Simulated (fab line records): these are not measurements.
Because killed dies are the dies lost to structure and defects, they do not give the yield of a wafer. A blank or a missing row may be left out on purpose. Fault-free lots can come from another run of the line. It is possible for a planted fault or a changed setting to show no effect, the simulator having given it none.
Comparing a struck lot with a sound one + flow gf180mcu + 14 steps out of a route of 602
Sound: wafers L609.2, L609.4, L609.5. Struck: wafer L617.5. (L617.4 of the same lot was not struck and is left out.) The cause comes at the end.
Per side, at each step with rows, come the tool, then ch with its chambers, and then its first start. Under that, the readings that differ: sound wafers + struck wafers + difference of the means + sigmas: that difference in standard deviations of wafers without a fault.
alike: a reading whose means differ by less than 2 such deviations, as well as words and numbers matching on both sides. not compared: withheld readings; readings where some wafer has no value; bounds like >300 that might hide an equal value; numbers whose values overlap and for which the record gives no deviation.
The two part at a step that has a row with sigmas, a row that says differs or no value, or rows on one side only. Numbers that have no deviation but don't overlap get no sigmas and don't part them. A reading that every wafer of one side lacks parts them only if that side has two wafers or more.

GF_V4_OVL_MEAS_15:
  struck on overlay-01, day 26 20:10; sound on overlay-01, day 25 01:33
  alike: V4_OVL
then, 1 step without rows for these wafers: GF_V4_ETCH_16 (etches BARC in N2/H2).
GF_V4_ETCH_17: etches SiO2 in C4F8/O2/Ar, stops on TiN, target depth 630 nm.
  sound: rie diel-03 ch 0,2; struck: rie diel-04 ch 2
  alike: bias w, oes product au
GF_V4_STRIP_18: strips in O2/N2.
  sound on plasma asher-01 ch 0,1, day 25 01:43; struck on plasma asher-01 ch 0, day 26 20:21
  alike: drypump motor current A, heater power w, oes product au
  not compared: rf hours counter h
then, 2 steps without rows for these wafers: GF_V4_STRIP_19 (strips in post etch residue remover, time 1200 s); GF_V4_CLEAN_20 (cleans in DIW).
GF_V4_SPUTTER_21: material Ti, target thk 15 nm, time 80.02 s.
  struck on pvd sputter-03, day 26 20:52; sound on pvd sputter-01, day 25 02:14
| reading                  | sound             | struck | difference | sigmas |
|--------------------------|-------------------|--------|------------|--------|
| chamber pressure pa (Pa) | 4.984 4.985 5.000 | 5.017  | +0.027     | +2     |
  alike: throttle valve pct
GF_V4_SPUTTER_22: material TiN, target thk 10 nm, time 40 s.
  struck on pvd sputter-03, day 26 20:55; sound on pvd sputter-01, day 25 02:19
  alike: chamber pressure pa, throttle valve pct
then, 1 step without rows for these wafers: GF_V4_CVD_23 (deposits W, target thk 350 nm, time 104.9 s).
GF_V4_RS_MEAS_24: measurement is done with a four-point probe.
  struck on film metro-03, day 26 21:08; sound on film metro-01, day 25 02:29
  alike: V4_W_RS
GF_V4_THK_MEAS_25: measures by xrf.
  struck on film metro-03, day 26 21:13; sound on film metro-01, day 25 02:35
  alike: V4_W_THK
then, 1 step without rows for these wafers: GF_V4_CMP_26 (polishes, stops on SiO2, t overpolish 15 s, target thk 0 nm).
GF_MIM_SPUTTER_00: material Ti, target thk 37.5 nm, time 150 s.
  struck on pvd sputter-01, day 26 21:33; sound on pvd sputter-04, day 25 02:56
| reading                                | sound             | struck | difference | sigmas |
|----------------------------------------|-------------------|--------|------------|--------|
| model.Ti_of_MIM_SPUTTER_00.thk nm (nm) | 37.15 36.83 36.83 | 69.99  | +33.05     |        |
  alike: chamber pressure pa, throttle valve pct
GF_MIM_SPUTTER_01: material TiN, target thk 30 nm, time 25 s.
  struck on pvd sputter-01, day 26 21:39; sound on pvd sputter-04, day 25 03:02
  alike: chamber pressure pa, throttle valve pct

## WHERE THEY PART
GF_V4_SPUTTER_21 only, going by this record. Later steps at which nothing parts them and some readings are alike: GF_V4_SPUTTER_22, GF_V4_RS_MEAS_24, GF_V4_THK_MEAS_25, GF_MIM_SPUTTER_00, GF_MIM_SPUTTER_01.

WHY: the cause the simulator had injected
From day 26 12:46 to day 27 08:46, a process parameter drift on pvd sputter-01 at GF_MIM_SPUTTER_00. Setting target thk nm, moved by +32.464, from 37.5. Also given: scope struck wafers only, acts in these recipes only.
